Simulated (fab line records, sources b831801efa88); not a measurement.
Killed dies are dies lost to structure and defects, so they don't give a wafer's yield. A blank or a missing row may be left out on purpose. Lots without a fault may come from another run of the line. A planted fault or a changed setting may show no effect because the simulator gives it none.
A struck lot beside a sound one | flow sky130 | 15 steps out of a route of 708
Sound: wafers L131.2, L131.3, L131.6. Struck: wafers L144.1, L144.5. (L144.3 of the same lot was not struck and is left out.) The cause comes at the end.
At each step with rows: each side's tool, then ch and its chambers, then its first start. Under that, the readings that differ: sound wafers | struck wafers | difference of the means | sigmas: that difference in standard deviations of wafers without a fault.
alike: readings whose means differ by less than 2 such deviations, and words and numbers that are the same on both sides. not compared: withheld readings, readings that some wafer has no value for, bounds like >300 that may hide the same value, and numbers for which the record gives no deviation and whose values overlap.
The two part at a step that has a row with sigmas, a row that says differs or no value, or rows on one side only. Numbers that don't overlap but have no deviation are shown without sigmas and don't part them. A reading that every wafer of one side lacks parts them only if that side has two wafers or more.

SKY_FIELD_ISO_ETCH_15: etches the open film in CHF3/O2, stops on Si, target depth 180 nm, time 72 s.
  sound on rie_diel-02 ch 0,2, day 2 22:11; struck on rie_diel-01 ch 0, day 5 15:56
  alike: drypump_motor_current_A, oes_product_au, throttle_valve_pct
  not compared: rf_hours_counter_h
SKY_FIELD_ISO_STRIP_16: strips in O2/N2.
  sound on plasma_asher-04 ch 0,1, day 2 22:15; struck on plasma_asher-04 ch 1, day 5 15:59
  alike: drypump_motor_current_A, oes_product_au, strip_time_to_endpoint_s
  not compared: rf_hours_counter_h
SKY_FIELD_ISO_ETCH_17: etches Si in HBr/Cl2/O2, target depth 342 nm, time 97.7 s.
  sound on rie_si-01 ch 1,2, day 2 22:21; struck on rie_si-01 ch 2, day 5 16:05
  alike: drypump_motor_current_A, oes_product_au, throttle_valve_pct
  not compared: rf_hours_counter_h
then, 5 steps without rows for these wafers: SKY_FIELD_ISO_WET_ETCH_18 (etches Si3N4 in H3PO4, target depth 25 nm, time 286 s); SKY_FIELD_ISO_CLEAN_19 (cleans in SC1/SC2, time 150 s); SKY_FIELD_ISO_CLEAN_20 (cleans in dHF, time 20 s); SKY_FIELD_ISO_WET_ETCH_21 (etches SiO2 in dHF, target depth 20 nm, time 400 s); SKY_FIELD_ISO_OXIDATION_22 (stabilise 600 s, purge 300 s, target thk 10 nm).
SKY_FIELD_ISO_THK_MEAS_23:
  sound on film_metro-03, day 3 01:02; struck on film_metro-01, day 5 18:20
  alike: FIELD_ISO_OXIDATION_01_THK
then, 1 step without rows for these wafers: SKY_FIELD_ISO_CVD_24 (deposits SiO2, target thk 595 nm, time 99.2 s).
SKY_FIELD_ISO_THK_MEAS_25:
  sound on film_metro-04, day 3 01:10; struck on film_metro-01, day 5 18:28
  alike: FIELD_ISO_CVD_24_THK
then, 1 step without rows for these wafers: SKY_FIELD_ISO_ANNEAL_26 (time 1800 s).
SKY_FIELD_ISO_CMP_27: polishes, stops on Si3N4, t overpolish 16 s, target thk 457.8 nm.
  sound on cmp-01 ch 2,3, day 3 03:52; struck on cmp-01 ch 0,2, day 5 21:28
  reading                | sound       | struck  | difference | sigmas
  time_to_endpoint_s (s) | 110 107 108 | 215 216 | +107       | +19
  alike: motor_current_A, overpolish_run_s
then, 1 step without rows for these wafers: SKY_FIELD_ISO_WET_ETCH_28 (etches SiO2 in dHF, target depth 23.7 nm, time 47 s).
-- the record jumps here: 44 days lie between the struck wafers' starts before and after (it left off in module FIELD_ISO and takes up again in module PAD_OPEN, whose first step shown is number 708 of the route) --
SKY_PAD_OPEN_PROBE_99:
  the record has rows for the struck wafers here (prober-01, day 49 17:19) and none for the sound ones

WHERE THEY PART
First at SKY_FIELD_ISO_CMP_27; last, within this record, at SKY_PAD_OPEN_PROBE_99.

WHY: what the simulator had put in
Process parameter drift: cmp-01, from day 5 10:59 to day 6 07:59, at SKY_FIELD_ISO_CMP_27. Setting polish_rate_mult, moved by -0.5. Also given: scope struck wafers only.
